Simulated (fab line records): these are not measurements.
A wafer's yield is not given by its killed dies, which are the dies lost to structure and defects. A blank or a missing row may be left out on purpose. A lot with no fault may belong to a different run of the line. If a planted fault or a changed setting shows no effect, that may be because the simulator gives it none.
Which tool was responsible?	flow gf180mcu	11 lots, 33 wafers sampled, at 5 steps of a route of 602

== WHAT THE GAUGES READ, wafer by wafer ==
GF_M2_THK_MEAS_06: measures by xrf.
lot	measured	on	M2_ALCU_THK (nm)
L267	day 19 00:11	filmMetro-02	442 441 442
L268	day 19 07:35	filmMetro-03	442 443 443
L269	day 19 16:07	filmMetro-03	442 441 443
L270	day 20 00:07	filmMetro-03	443 440 441
L274	day 21 15:51	filmMetro-03	448 444 446
L277	day 22 15:42	filmMetro-03	438 411 415
L285	day 25 06:06	filmMetro-03	437 435 433
L287	day 26 02:14	filmMetro-01	443 445 446
L288	day 26 04:29	filmMetro-02	448 443 443
L289	day 26 12:23	filmMetro-03	441 447 442
L290	day 26 16:35	filmMetro-03	439 436 439

== EACH LOT AND THE TOOL THAT RAN IT (in order: tool; ch and the chambers of the sampled wafers; start) ==
lot	GF_V1_CVD_23	GF_M2_SPUTTER_00	GF_M2_SPUTTER_02	GF_M2_SPUTTER_04
L267	cvdW-02 ch 0,1, day 18 23:15	pvdSputter-03, day 18 23:50	pvdSputter-03, day 18 23:58	pvdSputter-03, day 19 00:01
L268	cvdW-01 ch 0,1, day 19 06:39	pvdSputter-03, day 19 07:14	pvdSputter-03, day 19 07:22	pvdSputter-03, day 19 07:25
L269	cvdW-02 ch 0,1, day 19 15:11	pvdSputter-03, day 19 15:46	pvdSputter-03, day 19 15:54	pvdSputter-03, day 19 15:57
L270	cvdW-01 ch 0,1, day 19 23:11	pvdSputter-02, day 19 23:45	pvdSputter-02, day 19 23:53	pvdSputter-02, day 19 23:56
L274	cvdW-01 ch 0,1, day 21 14:54	pvdSputter-01, day 21 15:29	pvdSputter-01, day 21 15:38	pvdSputter-01, day 21 15:41
L277	cvdW-02 ch 0,1, day 22 14:45	pvdSputter-02, day 22 15:20	pvdSputter-02, day 22 15:29	pvdSputter-02, day 22 15:32
L285	cvdW-02 ch 0,1, day 25 05:10	pvdSputter-03, day 25 05:46	pvdSputter-03, day 25 05:53	pvdSputter-03, day 25 05:56
L287	cvdW-02 ch 0,1, day 26 01:18	pvdSputter-03, day 26 01:53	pvdSputter-03, day 26 02:01	pvdSputter-03, day 26 02:04
L288	cvdW-01 ch 0,1, day 26 03:32	pvdSputter-02, day 26 04:08	pvdSputter-02, day 26 04:16	pvdSputter-02, day 26 04:19
L289	cvdW-02 ch 0,1, day 26 11:26	pvdSputter-03, day 26 12:02	pvdSputter-03, day 26 12:10	pvdSputter-03, day 26 12:13
L290	cvdW-01 ch 0,1, day 26 15:39	pvdSputter-01, day 26 16:14	pvdSputter-01, day 26 16:22	pvdSputter-01, day 26 16:25
- GF_V1_CVD_23: deposits W, target thk 350 nm, time 105.05 s.
- GF_M2_SPUTTER_00: material Ti, target thk 37.5 nm, time 150 s.
- GF_M2_SPUTTER_02: material AlCu, target thk 450 nm, time 23.9 s.
- GF_M2_SPUTTER_04: material TiN, target thk 50 nm, time 41.7 s.

== AS READ BY THE TOOLS THEMSELVES (means over the sampled wafers that have a number; for cases with no such wafer, the mark the record gives instead) ==
GF_V1_CVD_23.
lot	tool	heaterPowerW (W)
L267	cvdW-02	1015
L268	cvdW-01	765
L269	cvdW-02	1033
L270	cvdW-01	802
L274	cvdW-01	813
L277	cvdW-02	1023
L285	cvdW-02	1040
L287	cvdW-02	1024
L288	cvdW-01	773
L289	cvdW-02	1024
L290	cvdW-01	797

GF_M2_SPUTTER_00.
lot	tool	throttleValvePct (%)
L267	pvdSputter-03	29.3
L268	pvdSputter-03	29.1
L269	pvdSputter-03	29.0
L270	pvdSputter-02	30.5
L274	pvdSputter-01	30.1
L277	pvdSputter-02	30.6
L285	pvdSputter-03	29.8
L287	pvdSputter-03	29.9
L288	pvdSputter-02	31.5
L289	pvdSputter-03	29.9
L290	pvdSputter-01	29.9

GF_M2_SPUTTER_02.
lot	tool	throttleValvePct (%)
L267	pvdSputter-03	29.3
L268	pvdSputter-03	29.0
L269	pvdSputter-03	28.9
L270	pvdSputter-02	30.5
L274	pvdSputter-01	29.9
L277	pvdSputter-02	30.6
L285	pvdSputter-03	30.0
L287	pvdSputter-03	29.9
L288	pvdSputter-02	31.6
L289	pvdSputter-03	29.8
L290	pvdSputter-01	29.9

GF_M2_SPUTTER_04.
lot	tool	throttleValvePct (%)
L267	pvdSputter-03	29.2
L268	pvdSputter-03	29.0
L269	pvdSputter-03	28.9
L270	pvdSputter-02	30.5
L274	pvdSputter-01	30.0
L277	pvdSputter-02	30.5
L285	pvdSputter-03	29.9
L287	pvdSputter-03	30.1
L288	pvdSputter-02	31.4
L289	pvdSputter-03	29.9
L290	pvdSputter-01	30.0

== THE ANSWER, worked out from the rows above alone ==
Rule: the usual values come from the lots themselves. The widest of any qualifying gaps counts: lots, ordered by their means at a reading, are off when they make up no more than a third of the lots, leave a main group of 4 or more, and stand apart from it by 3 or more times the standard deviation of that group's means. Not used: any main group whose means are identical at the precision the tables above print for the reading. A lot without any number at a reading at which 4 lots or more have one is off too. The other lots that the step has rows for count as sound. Order of review: gauges by route order, followed by the tools' own readings, for which a lot's mean as printed above is used. At the first step where some lot is off, the reading lying furthest off is the one used; lots without a number count as furthest.
Off: L277, at GF_M2_THK_MEAS_06 (M2_ALCU_THK). The main group has a mean of 442 nm with a standard deviation of 3.1.
If a tool, at a process step before that reading, ran all the lots that are off and no sound lot after the first of them, it fits. The gauges at GF_M2_THK_MEAS_06 are tried like those tools. No candidate that was tried fits.

== WHAT THE SIMULATOR HAD INSERTED ==
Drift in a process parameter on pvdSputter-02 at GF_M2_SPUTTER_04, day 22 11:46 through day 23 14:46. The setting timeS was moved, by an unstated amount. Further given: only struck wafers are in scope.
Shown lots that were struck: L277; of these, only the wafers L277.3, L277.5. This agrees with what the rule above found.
